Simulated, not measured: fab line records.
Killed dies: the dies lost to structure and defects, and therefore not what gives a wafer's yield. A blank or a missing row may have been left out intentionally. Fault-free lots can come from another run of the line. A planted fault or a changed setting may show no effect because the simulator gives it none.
fab line records	flow sky130
[record] lots = 24	wafers = 72	last_day = 50
route steps=708 shown METAL1@451 VIA1@470 VIA2@523 CAPM@538 CAP2M@604 METAL4@635
lots that met no fault: taken from a fault-free run of the same line
start_h: hours from the record's first day to the start of the lot's first wafer shown	wait_h: hours from the lot's prior step to this one	" same as the row above	L1.1+2: several wafers, shown together as one row	- no value, or no start given	* or withheld: withheld	< > ~ a bound
route shown NAME@n: a module of which the file shows steps, and the number in the route of the first	usual: mean and standard deviation over wafers with no fault	same: alike in all rows	chamber/n: place in a boat	sites: readings site by site	_std_site: the standard deviation of these	_edge_site: mean of outer sites minus mean of inner sites	radius_mm: how far each site lies from the wafer's centre	mask NAME#n: copy n	behind: the most recent tool/chamber to have shaped the wafer	hold: what put the lot on hold/how long, in hours/how the hold closed	device: the n, p or np transistor that did not switch	end of line: the route-end tests of the same wafers	a step with no rows: only its recipe	killed: dies lost to structure and defects at the first sort, not the wafer's yield	map: dies across one wafer; x = killed, . = not, _ = none there
set.NAME: the setting as run; set.NAME@STEP: as run at that earlier step	model.NAME: the simulator's own value behind a step, which no gauge read
route steps across a sampled set of lots; one table per step, one row per wafer
services: a tool's chamber out of use, with start hour (start_h, from the record's first day; less than 0 if before it), hours out, and reason
[[steps]]
[step SKY_METAL1_DESCUM_17]
[recipe] chemistry = O2	source_power_w = 150	bias_power_w = 0	pressure_mtorr = 10	temp_c = 40	time_s = 8
[usual] drypump_motor_current_A = 5.5/0.56	oes_product_au = 1.004/0.016
[same] bias_power_w = 0
lot.wafer	tool	chamber	start_h	wait_h	drypump_motor_current_A	oes_product_au	rf_hours_counter_h
L074.3	rie_metal-03	1	780.56	0.0	6.5	0.987	-
L074.4	"	0	"	"	5.6	1.006	-
L074.6	"	1	"	"	6.5	1.002	-
L076.1	rie_metal-04	1	786.96	0.0	5.2	1.012	6
L076.2	"	1	"	"	5.2	1.014	-
L076.3	"	1	"	"	5.2	1.006	-
L075.1	rie_metal-01	0	788.65	0.0	5.0	1.015	5
L075.3	"	1	"	"	5.7	1.005	-
L075.5	"	0	"	"	5.0	1.019	-
L077.3	rie_metal-03	1	793.62	0.0	6.5	1.003	-
L077.4	"	0	"	"	5.6	1.011	-
L077.5	"	0	"	"	5.6	1.011	-
L078.2	rie_metal-01	1	797.97	0.0	5.6	1.016	8
L078.4	"	1	"	"	5.6	1.015	-
L078.6	"	0	"	"	5.1	1.015	-
L079.3	rie_metal-03	1	803.18	0.0	6.5	1.000	-
L079.5	"	1	"	"	6.5	0.998	-
L079.6	"	0	"	"	5.7	1.001	-
L081.2	rie_metal-03	0	818.47	0.0	5.6	1.001	15
L081.3	"	0	"	"	5.6	1.005	-
L081.6	"	0	"	"	5.6	1.003	-
L080.3	rie_metal-04	1	823.47	0.0	5.2	1.002	-
L080.4	"	1	"	"	5.2	1.000	-
L080.6	"	1	"	"	5.2	1.006	-
L082.2	rie_metal-03	0	823.61	0.0	5.6	1.014	16
L082.5	"	0	"	"	5.6	1.014	-
L082.6	"	1	"	"	6.5	0.991	-
L083.1	rie_metal-04	1	834.87	0.0	5.2	1.004	10
L083.3	"	1	"	"	5.2	1.002	-
L083.4	"	1	"	"	5.2	0.989	-
L084.4	rie_metal-01	0	844.83	0.0	5.0	1.020	-
L084.5	"	0	"	"	5.0	1.008	-
L084.6	"	1	"	"	5.7	1.033	-
L085.1	rie_metal-01	0	853.16	0.0	5.0	1.010	7
L085.2	"	1	"	"	5.6	1.035	9
L085.3	"	0	"	"	5.0	1.009	-
L086.1	rie_metal-04	0	854.66	0.0	4.7	1.000	1
L086.3	"	0	"	"	4.7	1.002	-
L086.5	"	1	"	"	5.2	1.002	-
L087.3	rie_metal-01	0	861.38	0.0	5.0	1.015	-
L087.4	"	1	"	"	5.6	1.043	-
L087.6	"	1	"	"	5.7	1.031	-
L088.2	rie_metal-03	0	867.81	0.0	5.7	0.969	1
L088.3	"	0	"	"	5.6	0.976	-
L088.5	"	0	"	"	5.7	0.974	-
L089.2	rie_metal-03	1	873.37	0.0	6.5	0.988	13
L089.3	"	1	"	"	6.5	0.976	-
L089.4	"	0	"	"	5.6	0.986	-
L090.1	rie_metal-04	0	885.20	0.0	4.7	0.994	3
L090.3	"	0	"	"	4.7	1.002	-
L090.5	"	0	"	"	4.7	0.995	-
L091.2	rie_metal-03	0	886.06	0.0	5.6	0.983	1
L091.5	"	0	"	"	5.6	0.984	-
L091.6	"	1	"	"	6.5	0.988	-
L092.2	rie_metal-01	0	901.65	0.0	5.0	1.019	9
L092.5	"	0	"	"	5.0	1.018	-
L092.6	"	1	"	"	5.6	1.023	-
L093.2	rie_metal-04	1	902.00	0.0	5.2	1.004	12
L093.3	"	1	"	"	5.2	0.993	-
L093.6	"	0	"	"	4.7	0.994	-
L094.2	rie_metal-04	1	912.95	0.0	5.2	0.991	12
L094.3	"	1	"	"	5.2	0.997	-
L094.4	"	0	"	"	4.7	0.990	-
L095.2	rie_metal-04	1	920.15	0.0	5.2	0.997	13
L095.5	"	1	"	"	5.2	0.989	-
L095.6	"	0	"	"	4.7	0.987	-
L096.4	rie_metal-01	1	923.56	0.0	5.6	1.031	-
L096.5	"	1	"	"	5.6	1.042	-
L096.6	"	0	"	"	5.0	1.018	-
L097.1	rie_metal-01	0	929.10	0.0	5.0	1.001	10
L097.3	"	0	"	"	5.0	1.001	-
L097.6	"	0	"	"	5.0	1.007	-
[step SKY_VIA1_CD_MEAS_12]
[recipe] target_cd_nm = 150
[usual] cd_nm = 149.4/1.6
lot.wafer	tool	chamber	start_h	wait_h	cd_nm
L074.3	cd_sem-01	-	807.40	-	151.4
L074.4	"	-	"	"	150.1
L074.6	"	-	"	"	149.6
L076.1	cd_sem-02	-	815.26	-	150.9
L076.2	"	-	"	"	149.7
L076.3	"	-	"	"	150.6
L075.1	cd_sem-02	-	816.69	-	150.2
L075.3	"	-	"	"	148.8
L075.5	"	-	"	"	149.4
L077.3	cd_sem-02	-	821.58	-	147.9
L077.4	"	-	"	"	148.3
L077.5	"	-	"	"	149.6
L078.2	cd_sem-01	-	825.46	-	148.9
L078.4	"	-	"	"	149.7
L078.6	"	-	"	"	149.8
L079.3	cd_sem-02	-	831.48	-	149.8
L079.5	"	-	"	"	151.0
L079.6	"	-	"	"	150.2
L081.2	cd_sem-01	-	846.11	-	149.9
L081.3	"	-	"	"	149.1
L081.6	"	-	"	"	151.8
L080.3	cd_sem-02	-	851.67	-	150.6
L080.4	"	-	"	"	150.3
L080.6	"	-	"	"	152.0
L082.2	cd_sem-02	-	852.00	-	148.5
L082.5	"	-	"	"	148.2
L082.6	"	-	"	"	147.4
L083.1	cd_sem-01	-	862.03	-	146.9
L083.3	"	-	"	"	147.3
L083.4	"	-	"	"	146.5
L084.4	cd_sem-02	-	871.67	-	147.6
L084.5	"	-	"	"	150.6
L084.6	"	-	"	"	149.9
L085.1	cd_sem-01	-	880.76	-	147.1
L085.2	"	-	"	"	148.1
L085.3	"	-	"	"	147.3
L086.1	cd_sem-02	-	882.31	-	151.8
L086.3	"	-	"	"	151.0
L086.5	"	-	"	"	151.5
L087.3	cd_sem-02	-	888.05	-	148.3
L087.4	"	-	"	"	147.7
L087.6	"	-	"	"	147.6
L088.2	cd_sem-01	-	894.30	-	147.6
L088.3	"	-	"	"	145.7
L088.5	"	-	"	"	147.8
L089.2	cd_sem-02	-	899.70	-	149.6
L089.3	"	-	"	"	150.4
L089.4	"	-	"	"	149.3
L090.1	cd_sem-01	-	911.58	-	148.6
L090.3	"	-	"	"	148.7
L090.5	"	-	"	"	149.1
L091.2	cd_sem-01	-	912.46	-	152.8
L091.5	"	-	"	"	152.8
L091.6	"	-	"	"	153.0
L092.2	cd_sem-02	-	927.88	-	146.9
L092.5	"	-	"	"	147.7
L092.6	"	-	"	"	148.3
L093.2	cd_sem-01	-	928.61	-	149.9
L093.3	"	-	"	"	150.4
L093.6	"	-	"	"	150.4
L094.2	cd_sem-02	-	940.13	-	147.0
L094.3	"	-	"	"	146.7
L094.4	"	-	"	"	146.7
L095.2	cd_sem-02	-	946.68	-	149.3
L095.5	"	-	"	"	149.4
L095.6	"	-	"	"	149.5
L096.4	cd_sem-01	-	949.15	-	149.9
L096.5	"	-	"	"	151.1
L096.6	"	-	"	"	150.3
L097.1	cd_sem-02	-	954.95	-	148.7
L097.3	"	-	"	"	149.1
L097.6	"	-	"	"	148.7
[step SKY_VIA2_STRIP_16]
[recipe] chemistry = O2/N2	power_w = 1400	pressure_mtorr = 1500	platen_temp_c = withheld	o2_flow_sccm = 3000	n2_flow_sccm = 300	overash_fraction = 0.5
[usual] drypump_motor_current_A = 5.8/0.39	o2_flow_sccm = 3001/9.2	oes_product_au = 0.399/0.0046	strip_time_to_endpoint_s = 4.06/0.032
lot.wafer	tool	chamber	start_h	wait_h	drypump_motor_current_A	o2_flow_sccm	oes_product_au	rf_hours_counter_h	strip_time_to_endpoint_s
L074.3	plasma_asher-02	1	863.25	0.1	5.0	3001	0.393	-	4.08
L074.4	"	0	"	"	6.0	2988	0.402	-	4.08
L074.6	"	0	"	"	6.0	2995	0.398	-	4.04
L076.1	plasma_asher-03	1	870.59	0.0	5.9	3004	0.399	71	4.06
L076.2	"	0	"	"	6.3	2997	0.398	71	4.05
L076.3	"	0	"	"	6.4	2990	0.413	-	4.07
L075.1	plasma_asher-03	0	872.79	0.0	6.3	2992	0.396	71	4.04
L075.3	"	1	"	"	5.9	3014	0.402	-	4.07
L075.5	"	1	"	"	5.9	2999	0.404	-	4.06
L077.3	plasma_asher-02	1	876.25	0.1	4.9	3008	0.399	-	4.02
L077.4	"	0	"	"	6.0	3010	0.396	-	4.06
L077.5	"	0	"	"	6.0	2999	0.393	-	4.04
L078.2	plasma_asher-03	1	881.44	0.0	5.9	2996	0.398	72	4.08
L078.4	"	1	"	"	6.0	3002	0.400	-	4.02
L078.6	"	1	"	"	6.0	3014	0.401	-	4.04
L079.3	plasma_asher-04	1	886.55	0.1	5.6	3009	0.400	-	4.08
L079.5	"	1	"	"	5.6	3002	0.398	-	4.06
L079.6	"	0	"	"	5.9	2999	0.396	-	4.07
L081.2	plasma_asher-03	1	900.27	0.0	5.9	2984	0.398	74	4.09
L081.3	"	1	"	"	5.9	2991	0.397	-	4.00
L081.6	"	0	"	"	6.4	2999	0.396	-	4.02
L080.3	plasma_asher-02	0	904.95	0.1	6.0	2991	0.400	-	4.04
L080.4	"	1	"	"	5.0	3007	0.389	-	4.04
L080.6	"	1	"	"	4.9	2994	0.391	-	4.03
L082.2	plasma_asher-03	0	905.27	0.0	6.3	3014	0.400	75	4.04
L082.5	"	1	"	"	5.9	3012	0.393	-	4.03
L082.6	"	0	"	"	6.3	3001	0.388	-	3.99
L083.1	plasma_asher-04	1	916.54	0.0	5.6	3013	0.399	113	4.06
L083.3	"	0	"	"	5.9	2998	0.395	-	4.04
L083.4	"	1	"	"	5.6	3008	0.403	-	4.05
L084.4	plasma_asher-04	0	925.25	0.1	6.0	3005	0.405	-	4.05
L084.5	"	0	"	"	6.0	3015	0.403	-	4.05
L084.6	"	1	"	"	5.6	3000	0.397	-	4.10
L085.1	plasma_asher-04	0	934.09	0.0	5.9	2997	0.401	114	4.06
L085.2	"	1	"	"	5.6	2984	0.396	114	4.05
L085.3	"	0	"	"	5.9	2994	0.406	-	4.08
L086.1	plasma_asher-04	1	936.12	0.0	5.6	3001	0.396	115	4.05
L086.3	"	0	"	"	5.9	3019	0.404	-	4.14
L086.5	"	1	"	"	5.6	3016	0.394	-	4.06
L087.3	plasma_asher-04	1	941.15	0.1	5.6	2987	0.398	-	4.00
L087.4	"	0	"	"	5.9	2989	0.392	-	4.02
L087.6	"	0	"	"	5.9	2992	0.396	-	4.05
L088.2	plasma_asher-03	1	946.67	0.0	5.9	3014	0.402	79	4.09
L088.3	"	0	"	"	6.3	3009	0.402	-	4.10
L088.5	"	0	"	"	6.3	2985	0.401	-	4.11
L089.2	plasma_asher-04	1	953.37	0.0	5.6	3003	0.392	116	4.04
L089.3	"	0	"	"	6.0	3004	0.397	-	4.03
L089.4	"	1	"	"	5.6	3009	0.392	-	4.01
L090.1	plasma_asher-03	1	964.32	0.0	5.9	2995	0.402	81	4.02
L090.3	"	0	"	"	6.4	2994	0.404	-	4.04
L090.5	"	0	"	"	6.4	2986	0.401	-	4.04
L091.2	plasma_asher-02	0	965.32	0.0	6.0	3025	0.399	56	4.08
L091.5	"	0	"	"	6.0	3015	0.396	-	4.08
L091.6	"	1	"	"	5.0	3000	0.400	-	4.08
L092.2	plasma_asher-04	0	978.67	0.0	5.9	3009	0.408	118	4.08
L092.5	"	1	"	"	5.6	2996	0.400	-	4.12
L092.6	"	0	"	"	5.9	3018	0.404	-	4.10
L093.2	plasma_asher-04	1	980.44	0.0	5.6	2998	0.403	119	4.10
L093.3	"	1	"	"	5.6	2991	0.399	-	4.04
L093.6	"	1	"	"	5.7	3002	0.395	-	4.04
L094.2	plasma_asher-04	0	991.37	0.0	5.9	2996	0.398	120	4.11
L094.3	"	1	"	"	5.6	3006	0.402	-	4.06
L094.4	"	0	"	"	5.9	2993	0.398	-	4.04
L095.2	plasma_asher-02	0	998.37	0.0	6.0	3005	0.401	59	4.03
L095.5	"	0	"	"	6.0	3000	0.403	-	4.02
L095.6	"	1	"	"	5.0	3016	0.398	-	4.04
L096.4	plasma_asher-03	0	1000.56	0.1	6.3	2998	0.401	-	4.00
L096.5	"	1	"	"	5.9	2993	0.393	-	4.08
L096.6	"	0	"	"	6.3	2984	0.392	-	4.01
L097.1	plasma_asher-02	1	1006.52	0.0	5.0	2988	0.409	60	4.14
L097.3	"	0	"	"	6.1	3001	0.402	-	4.06
L097.6	"	0	"	"	6.0	3016	0.404	-	4.13
[step SKY_CAPM_THK_MEAS_01]
[recipe] reads = SiO2_of_CAPM_CVD_00
[usual] CAPM_CVD_00_THK = 15.57/0.29
lot.wafer	tool	chamber	start_h	wait_h	CAPM_CVD_00_THK[nm]
L074.3	film_metro-03	-	864.69	-	15.19
L074.4	"	-	"	"	15.83
L074.6	"	-	"	"	15.37
L076.1	film_metro-02	-	872.04	-	15.68
L076.2	"	-	"	"	15.41
L076.3	"	-	"	"	15.64
L075.1	film_metro-03	-	874.23	-	15.27
L075.3	"	-	"	"	15.12
L075.5	"	-	"	"	15.83
L077.3	film_metro-03	-	877.69	-	15.74
L077.4	"	-	"	"	15.69
L077.5	"	-	"	"	15.49
L078.2	film_metro-02	-	882.89	-	15.42
L078.4	"	-	"	"	15.98
L078.6	"	-	"	"	15.62
L079.3	film_metro-01	-	887.98	-	15.13
L079.5	"	-	"	"	15.28
L079.6	"	-	"	"	15.40
L081.2	film_metro-01	-	901.72	-	15.22
L081.3	"	-	"	"	15.22
L081.6	"	-	"	"	15.65
L080.3	film_metro-01	-	906.38	-	15.73
L080.4	"	-	"	"	15.54
L080.6	"	-	"	"	15.45
L082.2	film_metro-02	-	906.76	-	15.59
L082.5	"	-	"	"	15.70
L082.6	"	-	"	"	15.53
L083.1	film_metro-02	-	917.99	-	15.14
L083.3	"	-	"	"	15.41
L083.4	"	-	"	"	15.65
L084.4	film_metro-02	-	926.80	-	15.57
L084.5	"	-	"	"	16.00
L084.6	"	-	"	"	15.71
L085.1	film_metro-02	-	935.53	-	15.78
L085.2	"	-	"	"	15.51
L085.3	"	-	"	"	15.91
L086.1	film_metro-03	-	937.57	-	15.10
L086.3	"	-	"	"	15.41
L086.5	"	-	"	"	15.31
L087.3	film_metro-02	-	942.58	-	15.53
L087.4	"	-	"	"	15.65
L087.6	"	-	"	"	16.09
L088.2	film_metro-02	-	948.12	-	15.07
L088.3	"	-	"	"	15.14
L088.5	"	-	"	"	15.58
L089.2	film_metro-02	-	954.83	-	15.97
L089.3	"	-	"	"	16.23
L089.4	"	-	"	"	15.98
L090.1	film_metro-02	-	965.76	-	15.26
L090.3	"	-	"	"	15.53
L090.5	"	-	"	"	15.53
L091.2	film_metro-01	-	966.77	-	15.64
L091.5	"	-	"	"	15.87
L091.6	"	-	"	"	15.97
L092.2	film_metro-03	-	980.48	-	15.63
L092.5	"	-	"	"	15.90
L092.6	"	-	"	"	16.17
L093.2	film_metro-02	-	982.30	-	15.26
L093.3	"	-	"	"	15.06
L093.6	"	-	"	"	15.67
L094.2	film_metro-02	-	992.83	-	15.51
L094.3	"	-	"	"	15.66
L094.4	"	-	"	"	15.77
L095.2	film_metro-03	-	999.82	-	15.13
L095.5	"	-	"	"	15.81
L095.6	"	-	"	"	15.86
L096.4	film_metro-03	-	1001.99	-	15.70
L096.5	"	-	"	"	15.68
L096.6	"	-	"	"	15.74
L097.1	film_metro-03	-	1007.97	-	15.70
L097.3	"	-	"	"	16.09
L097.6	"	-	"	"	15.88
[step SKY_CAP2M_THK_MEAS_01]
[recipe] reads = SiO2_of_CAP2M_CVD_00
[usual] CAP2M_CVD_00_THK = 15.55/0.23
lot.wafer	tool	chamber	start_h	wait_h	CAP2M_CVD_00_THK[nm]
L074.3	film_metro-03	-	945.56	-	15.49
L074.4	"	-	"	"	15.80
L074.6	"	-	"	"	15.59
L076.1	film_metro-02	-	950.43	-	15.27
L076.2	"	-	"	"	15.06
L076.3	"	-	"	"	15.39
L075.1	film_metro-03	-	952.75	-	15.78
L075.3	"	-	"	"	15.21
L075.5	"	-	"	"	15.71
L077.3	film_metro-02	-	955.79	-	15.40
L077.4	"	-	"	"	15.78
L077.5	"	-	"	"	15.67
L078.2	film_metro-04	-	961.30	-	15.27
L078.4	"	-	"	"	16.01
L078.6	"	-	"	"	15.37
L079.3	film_metro-03	-	966.44	-	15.37
L079.5	"	-	"	"	15.51
L079.6	"	-	"	"	15.41
L081.2	film_metro-03	-	978.47	-	15.66
L081.3	"	-	"	"	15.57
L081.6	"	-	"	"	15.96
L080.3	film_metro-04	-	984.62	-	15.45
L080.4	"	-	"	"	15.49
L080.6	"	-	"	"	15.94
L082.2	film_metro-03	-	985.33	-	15.36
L082.5	"	-	"	"	15.75
L082.6	"	-	"	"	15.62
L083.1	film_metro-02	-	994.88	-	15.42
L083.3	"	-	"	"	15.37
L083.4	"	-	"	"	15.61
L084.4	film_metro-04	-	1003.02	-	15.72
L084.5	"	-	"	"	15.24
L084.6	"	-	"	"	15.88
L085.1	film_metro-02	-	1011.94	-	15.42
L085.2	"	-	"	"	15.91
L085.3	"	-	"	"	15.71
L086.1	film_metro-02	-	1013.79	-	15.46
L086.3	"	-	"	"	15.53
L086.5	"	-	"	"	15.66
L087.3	film_metro-02	-	1018.16	-	14.97
L087.4	"	-	"	"	15.71
L087.6	"	-	"	"	15.26
L088.2	film_metro-02	-	1024.08	-	15.60
L088.3	"	-	"	"	15.28
L088.5	"	-	"	"	15.97
L089.2	film_metro-04	-	1029.94	-	15.58
L089.3	"	-	"	"	15.42
L089.4	"	-	"	"	16.10
L090.1	film_metro-04	-	1040.25	-	15.29
L090.3	"	-	"	"	15.03
L090.5	"	-	"	"	15.25
L091.2	film_metro-04	-	1040.79	-	15.71
L091.5	"	-	"	"	15.76
L091.6	"	-	"	"	15.77
L092.2	film_metro-02	-	1053.05	-	15.51
L092.5	"	-	"	"	15.53
L092.6	"	-	"	"	15.90
L093.2	film_metro-02	-	1054.91	-	15.27
L093.3	"	-	"	"	15.56
L093.6	"	-	"	"	15.55
L094.2	film_metro-03	-	1065.01	-	15.89
L094.3	"	-	"	"	15.33
L094.4	"	-	"	"	15.48
L095.2	film_metro-04	-	1070.20	-	15.47
L095.5	"	-	"	"	15.37
L095.6	"	-	"	"	15.40
L096.4	film_metro-02	-	1073.47	-	15.66
L096.5	"	-	"	"	15.60
L096.6	"	-	"	"	15.78
L097.1	film_metro-02	-	1078.95	-	15.43
L097.3	"	-	"	"	15.61
L097.6	"	-	"	"	15.51
[step SKY_METAL4_STRIP_19]
[recipe] chemistry = O2/N2	power_w = 1400	pressure_mtorr = 1500	platen_temp_c = withheld	o2_flow_sccm = 3000	n2_flow_sccm = 300	overash_fraction = 0.5
[usual] drypump_motor_current_A = 5.9/0.56	o2_flow_sccm = 3002/8.8	oes_product_au = 0.503/0.0067	strip_time_to_endpoint_s = 6.56/0.12
lot.wafer	tool	chamber	start_h	wait_h	drypump_motor_current_A	o2_flow_sccm	oes_product_au	rf_hours_counter_h	strip_time_to_endpoint_s
L074.3	plasma_asher-03	1	994.92	0.1	5.9	2999	0.504	-	6.49
L074.4	"	0	"	"	6.4	3010	0.498	-	6.36
L074.6	"	0	"	"	6.3	3015	0.491	-	6.31
L076.1	plasma_asher-03	1	999.93	0.1	6.0	2994	0.495	84	6.28
L076.2	"	0	"	"	6.4	3012	0.503	84	6.50
L076.3	"	0	"	"	6.4	3010	0.506	-	6.44
L075.1	plasma_asher-01	1	1001.99	0.2	6.7	3027	0.505	25	6.60
L075.3	"	1	"	"	6.7	3014	0.509	-	6.62
L075.5	"	0	"	"	5.6	2997	0.503	-	6.55
L077.3	plasma_asher-02	0	1004.99	0.1	6.0	3004	0.497	-	6.56
L077.4	"	1	"	"	5.0	3005	0.510	-	6.65
L077.5	"	1	"	"	5.0	3004	0.501	-	6.63
L078.2	plasma_asher-01	1	1010.64	0.1	6.7	3003	0.506	26	6.54
L078.4	"	0	"	"	5.6	3020	0.498	-	6.53
L078.6	"	0	"	"	5.6	3004	0.505	-	6.54
L079.3	plasma_asher-02	0	1015.44	0.1	6.0	3015	0.513	-	6.74
L079.5	"	1	"	"	5.0	3004	0.501	-	6.71
L079.6	"	0	"	"	6.0	3005	0.519	-	6.71
L081.2	plasma_asher-03	0	1027.28	0.1	6.3	3004	0.504	87	6.74
L081.3	"	1	"	"	5.9	3006	0.503	-	6.71
L081.6	"	0	"	"	6.3	3003	0.514	-	6.74
L080.3	plasma_asher-03	0	1032.27	0.1	6.3	3006	0.501	-	6.55
L080.4	"	1	"	"	6.0	2992	0.509	-	6.49
L080.6	"	0	"	"	6.4	3008	0.508	-	6.43
L082.2	plasma_asher-03	0	1033.82	0.1	6.3	3009	0.495	88	6.49
L082.5	"	0	"	"	6.4	3018	0.499	-	6.53
L082.6	"	1	"	"	5.9	3009	0.493	-	6.44
L083.1	plasma_asher-03	1	1042.76	0.3	5.9	3010	0.501	89	6.33
L083.3	"	1	"	"	5.9	2997	0.483	-	6.34
L083.4	"	0	"	"	6.4	2997	0.489	-	6.31
L084.4	plasma_asher-01	1	1050.59	0.2	6.7	2995	0.500	-	6.58
L084.5	"	1	"	"	6.7	2995	0.505	-	6.63
L084.6	"	0	"	"	5.5	3015	0.507	-	6.62
L085.1	plasma_asher-02	1	1057.97	0.3	5.0	3008	0.506	65	6.56
L085.2	"	0	"	"	6.0	3006	0.506	65	6.61
L085.3	"	0	"	"	6.0	3006	0.505	-	6.58
L086.1	plasma_asher-03	1	1059.12	0.3	5.9	2999	0.505	91	6.61
L086.3	"	0	"	"	6.3	2998	0.504	-	6.73
L086.5	"	1	"	"	5.9	2986	0.505	-	6.66
L087.3	plasma_asher-01	0	1064.43	0.1	5.5	3000	0.505	-	6.53
L087.4	"	1	"	"	6.7	2996	0.499	-	6.40
L087.6	"	1	"	"	6.7	3004	0.495	-	6.54
L088.2	plasma_asher-03	0	1069.02	0.2	6.3	3004	0.498	92	6.56
L088.3	"	0	"	"	6.4	2993	0.502	-	6.63
L088.5	"	1	"	"	5.9	3007	0.504	-	6.56
L089.2	plasma_asher-02	0	1075.24	0.1	6.0	3002	0.507	67	6.69
L089.3	"	0	"	"	6.0	2983	0.506	-	6.62
L089.4	"	1	"	"	5.0	3016	0.508	-	6.71
L090.1	plasma_asher-01	0	1084.64	0.1	5.5	2992	0.503	34	6.54
L090.3	"	1	"	"	6.7	3005	0.499	-	6.35
L090.5	"	0	"	"	5.5	2994	0.504	-	6.53
L091.2	plasma_asher-02	0	1085.59	0.1	6.0	3004	0.508	68	6.76
L091.5	"	1	"	"	5.0	2993	0.511	-	6.67
L091.6	"	0	"	"	6.0	2998	0.513	-	6.71
L092.2	plasma_asher-02	1	1097.44	0.1	5.0	2999	0.494	70	6.36
L092.5	"	0	"	"	6.0	3009	0.500	-	6.37
L092.6	"	1	"	"	5.0	2995	0.495	-	6.48
L093.2	plasma_asher-02	0	1099.14	0.1	6.0	3001	0.505	70	6.63
L093.3	"	1	"	"	5.0	2993	0.501	-	6.63
L093.6	"	1	"	"	5.0	2993	0.504	-	6.62
L094.2	plasma_asher-01	0	1108.33	0.1	5.6	2999	0.509	36	6.67
L094.3	"	0	"	"	5.6	3009	0.510	-	6.71
L094.4	"	1	"	"	6.7	2988	0.511	-	6.67
L095.2	plasma_asher-01	1	1112.74	0.1	6.7	2988	0.509	37	6.62
L095.5	"	1	"	"	6.7	2990	0.494	-	6.40
L095.6	"	0	"	"	5.6	2999	0.510	-	6.63
L096.4	plasma_asher-02	1	1115.17	0.1	5.0	3008	0.512	-	6.63
L096.5	"	0	"	"	6.0	2999	0.507	-	6.61
L096.6	"	1	"	"	5.0	3002	0.509	-	6.54
L097.1	plasma_asher-01	1	1120.74	0.1	6.7	3002	0.517	37	6.72
L097.3	"	1	"	"	6.7	2992	0.504	-	6.58
L097.6	"	1	"	"	6.7	2987	0.512	-	6.57
[[services]]
tool	chamber	start_h	hours	kind
rie_metal-04	0	781.18	-	clean
rie_metal-01	-	798.21	28.1	pm
plasma_asher-04	-	815.43	1.5	repair
plasma_asher-03	-	815.63	3.5	repair
rie_metal-04	-	820.55	0.3	repair
rie_metal-04	0	820.80	20.9	repair
rie_metal-04	1	838.27	3.8	repair
plasma_asher-01	-	841.53	2.8	pm
plasma_asher-02	-	848.60	0.9	repair
rie_metal-01	1	868.39	1.6	repair
plasma_asher-04	-	945.25	3.0	repair
plasma_asher-04	-	947.79	2.3	repair
plasma_asher-01	-	980.87	0.3	repair
rie_metal-03	-	986.79	14.6	pm
rie_metal-01	1	1005.90	12.0	repair
plasma_asher-04	-	1029.31	21.5	pm
rie_metal-01	0	1033.05	18.8	repair
plasma_asher-04	-	1055.25	9.0	pm
plasma_asher-04	0	1055.25	9.0	vent_cycle
plasma_asher-04	1	1055.25	9.0	vent_cycle
plasma_asher-04	0	1064.25	-	clean
plasma_asher-04	1	1064.25	-	clean
rie_metal-03	0	1066.89	5.6	repair
plasma_asher-03	-	1093.37	6.7	repair
[[key]]
fault none
